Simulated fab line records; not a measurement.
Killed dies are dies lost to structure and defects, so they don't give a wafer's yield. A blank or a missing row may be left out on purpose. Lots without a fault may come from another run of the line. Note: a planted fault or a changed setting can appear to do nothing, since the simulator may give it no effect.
Comparing a struck lot with a sound one / flow gf180mcu / 43 out of 602 route steps
Sound: the wafers L328.2, L328.3, L328.4. Wafers struck: L338.1, L338.3, L338.4. The cause is given at the end.
For every step that has rows: the tool of each side, followed by ch and its chambers, followed by its first start. Under that, the readings that differ: sound wafers / struck wafers / difference of the means / sigmas: that difference in standard deviations of wafers without a fault.
alike: a reading whose means differ by less than 2 such deviations, as well as words and numbers matching on both sides. not compared: withheld readings; readings where some wafer has no value; bounds like >300 that might hide an equal value; numbers whose values overlap and for which the record gives no deviation.
Wherever a step has rows on one side only, a row that says differs or no value, or a row with sigmas, the two part there. When numbers do not overlap yet have no deviation, they are printed without sigmas and do not part them. A reading missing from all wafers of one side parts the sides only when that side holds two or more wafers.

first, 3 steps without rows for these wafers: GF_STI_WET_ETCH_27 (etches Si3N4 in H3PO4, target depth 160 nm, time 1825 s); GF_STI_WET_ETCH_28 (etches SiO2 in dHF, target depth 20 nm, time 40 s); GF_STI_OXIDATION_29 (stabilise 600 s, purge 300 s, target thk 10 nm).
GF_STI_THK_MEAS_30:
  sound on film metro-04, day 2 23:23; struck on film metro-04, day 5 00:58
  alike: STI_OXIDATION_02_THK
then, 8 steps without rows for these wafers: GF_DNWELL_DEHYDRATE_00 (time 60 s); GF_DNWELL_HMDS_01 (prime time 60 s); GF_DNWELL_COAT_02 (resist thk 3000 nm); GF_DNWELL_SOFTBAKE_03; GF_DNWELL_EXPOSE_04 (exposes mask DNWELL, target cd 1700 nm); GF_DNWELL_PEB_05; GF_DNWELL_DEVELOP_06 (develop time 60 s); GF_DNWELL_IMPLANT_07.
GF_DNWELL_STRIP_08: strips in O2/N2.
  sound on plasma asher-04 ch 0,1, day 3 12:54; struck on plasma asher-04 ch 0,1, day 5 15:09
reading=strip time to endpoint s (s); sound=35.72 35.81 35.72; struck=36.08 36.11 36.01; difference=+0.32; sigmas=+3
  alike: drypump motor current A, heater power w, oes product au
  not compared: rf hours counter h
GF_DNWELL_TW_MEAS_09:
  sound on film metro-04, day 3 13:01; struck on film metro-02, day 5 15:15
  alike: DNWELL_TW
then, 7 steps without rows for these wafers: GF_NWELL_DEHYDRATE_00 (time 60 s); GF_NWELL_HMDS_01 (prime time 60 s); GF_NWELL_COAT_02 (resist thk 3000 nm); GF_NWELL_SOFTBAKE_03; GF_NWELL_EXPOSE_04 (exposes mask Nwell, target cd 860 nm); GF_NWELL_PEB_05; GF_NWELL_DEVELOP_06 (develop time 60 s).
GF_NWELL_OVL_MEAS_07:
  sound on overlay-01, day 4 02:25; struck on overlay-01, day 6 05:36
  alike: NWELL_OVL
then, 2 steps without rows for these wafers: GF_NWELL_IMPLANT_08; GF_NWELL_IMPLANT_09.
GF_NWELL_STRIP_10: strips in O2/N2.
  sound on plasma asher-03 ch 0,1, day 4 02:44; struck on plasma asher-03 ch 0,1, day 6 05:56
reading=strip time to endpoint s (s); sound=36.76 36.88 36.86; struck=37.14 37.04 37.13; difference=+0.27; sigmas=+2
  alike: drypump motor current A, heater power w, oes product au
  not compared: rf hours counter h
GF_NWELL_TW_MEAS_11:
  sound on film metro-02, day 4 02:51; struck on film metro-02, day 6 06:02
  alike: NWELL_TW
then, 7 steps without rows for these wafers: GF_LVPWELL_DEHYDRATE_00 (time 60 s); GF_LVPWELL_HMDS_01 (prime time 60 s); GF_LVPWELL_COAT_02 (resist thk 3000 nm); GF_LVPWELL_SOFTBAKE_03; GF_LVPWELL_EXPOSE_04 (exposes mask LVPWELL, target cd 600 nm); GF_LVPWELL_PEB_05; GF_LVPWELL_DEVELOP_06 (develop time 60 s).
GF_LVPWELL_OVL_MEAS_07:
  sound on overlay-02, day 4 16:29; struck on overlay-02, day 6 20:48
reading=LVPWELL_OVL (nm); sound=-0.2 1.3 -0.4; struck=-4.6 -4.5 -3.5; difference=-4.4; sigmas=-3
then, 2 steps without rows for these wafers: GF_LVPWELL_IMPLANT_08; GF_LVPWELL_IMPLANT_09.
GF_LVPWELL_STRIP_10: strips in O2/N2.
  sound on plasma asher-02 ch 0,1, day 4 16:49; struck on plasma asher-02 ch 0,1, day 6 21:08
  alike: drypump motor current A, heater power w, oes product au, strip time to endpoint s
  not compared: rf hours counter h
GF_LVPWELL_TW_MEAS_11:
  sound on film metro-02, day 4 16:55; struck on film metro-01, day 6 21:14
  alike: LVPWELL_TW
then, 4 steps without rows for these wafers: GF_MVSD_DEHYDRATE_00 (time 60 s); GF_MVSD_HMDS_01 (prime time 60 s); GF_MVSD_COAT_02 (resist thk 3000 nm); GF_MVSD_SOFTBAKE_03.
-- the record jumps here: 26 days lie between the struck wafers' starts before and after (it left off in module MVSD and takes up again in module PASSIVATION, whose first step shown is number 602 of the route) --
GF_PASSIVATION_PROBE_99:
  the record has rows for the struck wafers here (prober-02, day 32 19:39) and none for the sound ones

WHERE THEY PART
Last at GF_PASSIVATION_PROBE_99 as far as this record goes, first at GF_DNWELL_STRIP_08.

WHY: whatever the simulator had introduced
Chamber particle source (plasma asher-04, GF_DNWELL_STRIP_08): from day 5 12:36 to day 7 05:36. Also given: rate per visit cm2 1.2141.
